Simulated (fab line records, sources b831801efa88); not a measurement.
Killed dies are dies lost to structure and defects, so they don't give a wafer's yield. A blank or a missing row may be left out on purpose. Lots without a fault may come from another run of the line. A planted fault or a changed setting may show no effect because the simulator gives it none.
Which tool did it? | flow sky130 | 6 lots, 18 wafers sampled, at 2 steps of a route of 708

WHAT THE GAUGES READ, wafer by wafer
SKY_FIELD_ISO_THK_MEAS_02.
lot  | measured    | on            | FIELD_ISO_OXIDATION_00_THK (nm)
L958 | day 1 16:38 | film_metro-02 | 11.90 11.92 11.92
L960 | day 2 03:56 | film_metro-01 | 11.55 11.66 11.42
L962 | day 2 19:26 | film_metro-04 | 11.91 12.08 11.92
L964 | day 3 05:21 | film_metro-01 | 12.23 12.11 12.39
L966 | day 3 11:17 | film_metro-04 | 10.15 10.08 10.08
L968 | day 3 20:28 | film_metro-04 | 9.96 10.06 10.10

WHICH TOOL RAN EACH LOT (tool, then ch and the chambers of the sampled wafers, then the start)
lot  | SKY_FIELD_ISO_OXIDATION_01
L958 | furnace-01 ch 0, day 1 15:07
L960 | furnace-01 ch 0, day 2 02:25
L962 | furnace-01 ch 0, day 2 17:54
L964 | furnace-01 ch 0, day 3 03:50
L966 | furnace-01 ch 0, day 3 09:45
L968 | furnace-01 ch 0, day 3 18:57
- SKY_FIELD_ISO_OXIDATION_01: stabilise 600 s, purge 300 s, target thk 12 nm.

THE ANSWER, worked out from the rows above alone
Rule: what is usual is taken from the lots themselves. Put in order of their means at a reading, lots are off if they are a third of the lots or fewer, leave a main group of 4 or more, and stand apart from it by a gap of 3 or more times the standard deviation of the main group's means; of several such gaps the widest counts. A main group whose means are all the same, to the digits that the tables above print for the reading, isn't used. A lot without any number at a reading at which 4 lots or more have one is off too. The other lots that the step has rows for count as sound.
Off: L966, L968, at SKY_FIELD_ISO_THK_MEAS_02 (FIELD_ISO_OXIDATION_00_THK). The main group: mean 11.92 nm, standard deviation 0.25.
A tool fits if, at a process step before that reading, it ran every lot that is off, and no sound lot after the first of them. The gauges at SKY_FIELD_ISO_THK_MEAS_02 are tried like those tools. Can't be told from this: 2 tools fit, furnace-01 at SKY_FIELD_ISO_OXIDATION_01, film_metro-04 at SKY_FIELD_ISO_THK_MEAS_02.

WHAT THE SIMULATOR HAD PUT IN
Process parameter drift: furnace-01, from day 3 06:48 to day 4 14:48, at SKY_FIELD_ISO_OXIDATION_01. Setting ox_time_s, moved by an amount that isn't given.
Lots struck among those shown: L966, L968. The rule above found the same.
